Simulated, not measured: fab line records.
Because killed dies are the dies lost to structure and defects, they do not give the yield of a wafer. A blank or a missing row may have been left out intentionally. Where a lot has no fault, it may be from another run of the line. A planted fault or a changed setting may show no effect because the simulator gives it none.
The same fault as seen by 2 desks -- flow sky130 -- every desk sees just its own numbers, and what lay behind them comes last

FROM THE METROLOGY DESK
What the gauges read, lot by lot, whatever tool the lot ran on: means of the sampled wafers that have a number. Any lot whose mean is over 4 standard deviations away from the usual mean is out of limits and marked OUT; that distance is given in the brackets.
Columns: A = POLY_GATE_CVD_03_THK at SKY_POLY_GATE_THK_MEAS_04, usual 74.8 nm; B = cd-nm at SKY_POLY_GATE_CD_MEAS_13, usual 149.9 nm; C = POLY_GATE_OVL at SKY_POLY_GATE_OVL_MEAS_14, usual -1 nm
lot,first seen here,A,B,C
L387,day 15 21:40,74.9,149.8,-5
L395,day 19 00:37,76.1,150.6,-1
L401,day 21 00:52,73.5,149.9,4
L405,day 22 07:52,74.5,148.9,-5
L406,day 22 10:02,75.3,149.6,1
This desk's verdict: no lot among the 5 shows anything out of limits.

DESK OF THE TOOL OWNER: rie-diel-04
The tool's own readings at SKY_POLY_GATE_ETCH_16 (etches Si3N4 in CH3F/O2, stops on poly-Si, time 147.5 s, target depth 75 nm): means of the sampled wafers that have a number, for each lot that ran on this tool. Any lot whose mean is over 4 standard deviations away from the usual mean is out of limits and marked OUT; that distance is given in the brackets.
Columns: A = drypump-motor-current-A at SKY_POLY_GATE_ETCH_16, usual 5.6 A; B = oes-product-au at SKY_POLY_GATE_ETCH_16, usual 0.640 a.u.; C = run-length-s at SKY_POLY_GATE_ETCH_16, usual 175.9 s; D = throttle-valve-pct at SKY_POLY_GATE_ETCH_16, usual 10.535 %
lot,first seen here,A,B,C,D
L395,day 20 08:15,5.5,0.642,176.3,10.538
L401,day 22 07:54,5.6,0.646,172.3 (-8.8) OUT,10.527
This desk's verdict: out of limits on L401, starting with L401 at day 22 07:54 (run-length-s at SKY_POLY_GATE_ETCH_16). L395: within limits.

TAKEN TOGETHER
The tool owner's desk could have raised an alarm at day 22 07:54, on L401.
From the metrology desk's view, nothing was out of limits.
The metrology desk has L401 on record, within its limits.
Of the lots named, all ran SKY_POLY_GATE_ETCH_16 on rie-diel-04.

WHAT THE SIMULATOR HAD PUT IN
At SKY_POLY_GATE_ETCH_16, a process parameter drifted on rie-diel-04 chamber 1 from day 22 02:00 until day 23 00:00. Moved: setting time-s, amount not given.
Struck lots among those shown: L401.
How many hours passed from the start of the fault until each desk's first out-of-limits reading: the tool owner's desk, 6.
